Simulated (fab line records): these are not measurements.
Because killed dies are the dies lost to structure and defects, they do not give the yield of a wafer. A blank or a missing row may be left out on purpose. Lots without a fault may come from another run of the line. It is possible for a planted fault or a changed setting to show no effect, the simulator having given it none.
fab line records    flow sky130
[record] lots = 5  wafers = 23
route steps=708 shown PASSIVATION@687
startH: hours from the record's opening day to when the first of the lot's shown wafers began    waitH: time in hours since the lot's previous step    " the same as in the row above    L1.1+2: several wafers, shown together as one row    - value missing, or start not given    * or withheld: withheld    < > ~ a bound
route shown NAME@n: a module of which the file shows steps, and the number in the route of the first    usual: the fault-free wafers' mean and standard deviation    same: alike in all rows    chamber/n: place in a boat    sites: per-site readings    _std_site: standard deviation of those values    _edge_site: outer sites' mean less inner sites'    radiusMm: for every site, how far away it sits from the centre of the wafer    mask NAME#n: copy n    behind: the most recent tool/chamber to have shaped the wafer    hold: what put the lot on hold/how long, in hours/how the hold closed    device: the transistor (n, p or np) that didn't switch    end of line: the same wafers' tests at the end of the route    step lacking rows: just its recipe    killed: the dies lost at the first sort to structure and to defects; this is not the yield of the wafer    map: the dies of a wafer, with x for killed, . for not killed, _ for no die there
set.NAME: the setting the step ran with; set.NAME@STEP: the setting that earlier step ran with    model.NAME: the simulator's own value behind a step, which no gauge read
lots with deliberately changed settings; one table per step, one row per wafer
[[steps]]
[step SKY_PASSIVATION_COAT_06]
[recipe] spinRpm = 2000  resistThkNm = 3000
lot.wafer  tool           chamber  startH   waitH  set.spinRpm  model.coat_of_PASSIVATION_COAT_06.thkNm
L074.1+4   lithoTrack-03  0        1038.39  0.1    2000         2994
L074.6     "              0        "        "      2000         2993
L077.1     lithoTrack-04  0        1062.68  0.1    2000         3016
L077.2     "              0        "        "      1916         3080
L077.3     "              0        "        "      2000         2999
L077.4     "              0        "        "      1916         3073
L077.5     "              0        "        "      2000         3014
L081.1     lithoTrack-03  0        1091.94  0.1    2000         2998
L081.2     "              0        "        "      1897         3073
L081.4     "              0        "        "      1897         3080
L081.5     "              0        "        "      2000         3000
L081.6     "              0        "        "      2000         2996
L082.1     lithoTrack-03  0        1096.44  0.1    2109         2927
L082.2     "              0        "        "      2109         2920
L082.3     "              0        "        "      2000         3000
L082.4+6   "              0        "        "      2000         2999
L084.1     lithoTrack-03  0        1111.14  0.1    2000         3026
L084.3+6   "              0        "        "      2000         3018
L084.4     "              0        "        "      2000         3025
L084.5     "              0        "        "      2000         3012
[step SKY_PASSIVATION_SOFTBAKE_07]
[recipe] tempC = 110  timeS = withheld
[step SKY_PASSIVATION_EXPOSE_08]
[recipe] maskId = NSM  targetCdNm = 3000  na = 0.57  doseMj = 260
[step SKY_PASSIVATION_DEVELOP_10]
[recipe] developTimeS = 60  devTempC = 23
[step SKY_PASSIVATION_ETCH_11]
[recipe] chemistry = CF4/O2  targetDepthNm = 725  stopOn = AlCu  sourceW = 800  biasW = 150  pressureMtorr = 150  cf4FlowSccm = 80  O2_flow_sccm = 10  timeS = 154
[step SKY_PASSIVATION_STRIP_12]
[recipe] chemistry = O2/N2  powerW = 1400  pressureMtorr = 1500  platenTempC = withheld  overashFraction = 0.7  o2FlowSccm = 3000  n2FlowSccm = 300
[usual] stripTimeToEndpointS = 31.70/0.13
lot.wafer  tool            chamber  startH   waitH  set.spinRpm@PASSIVATION_COAT_06  stripTimeToEndpointS
L074.1     plasmaAsher-04  1        1050.04  0.1    2000                             31.70
L074.4     "               1        "        "      2000                             31.59
L074.6     "               0        "        "      2000                             31.60
L077.1     plasmaAsher-04  1        1073.42  0.1    2000                             31.92
L077.2     "               0        "        "      1916                             32.59
L077.3     "               0        "        "      2000                             31.60
L077.4     "               1        "        "      1916                             32.53
L077.5     "               0        "        "      2000                             31.89
L081.1     plasmaAsher-03  1        1102.62  0.1    2000                             31.73
L081.2     "               0        "        "      1897                             32.53
L081.4     "               0        "        "      1897                             32.49
L081.5     "               0        "        "      2000                             31.75
L081.6     "               1        "        "      2000                             31.56
L082.1     plasmaAsher-01  0        1106.67  0.1    2109                             30.72
L082.2     "               1        "        "      2109                             30.79
L082.3     "               1        "        "      2000                             31.65
L082.4     "               0        "        "      2000                             31.67
L082.6     "               0        "        "      2000                             31.67
L084.1     plasmaAsher-03  1        1121.83  0.1    2000                             31.88
L084.3     "               0        "        "      2000                             31.91
L084.4     "               1        "        "      2000                             31.94
L084.5     "               0        "        "      2000                             31.76
L084.6     "               1        "        "      2000                             31.91
[[key]]
[split] step = SKY_PASSIVATION_COAT_06  setting = spinRpm  stated = 2000  by = wafer
[response] step = SKY_PASSIVATION_COAT_06  reading = model.coat_of_PASSIVATION_COAT_06.thkNm  change = -14.9  per = 1%  r = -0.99
[response] step = SKY_PASSIVATION_STRIP_12  reading = stripTimeToEndpointS  change = *  per = 1%  r = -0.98
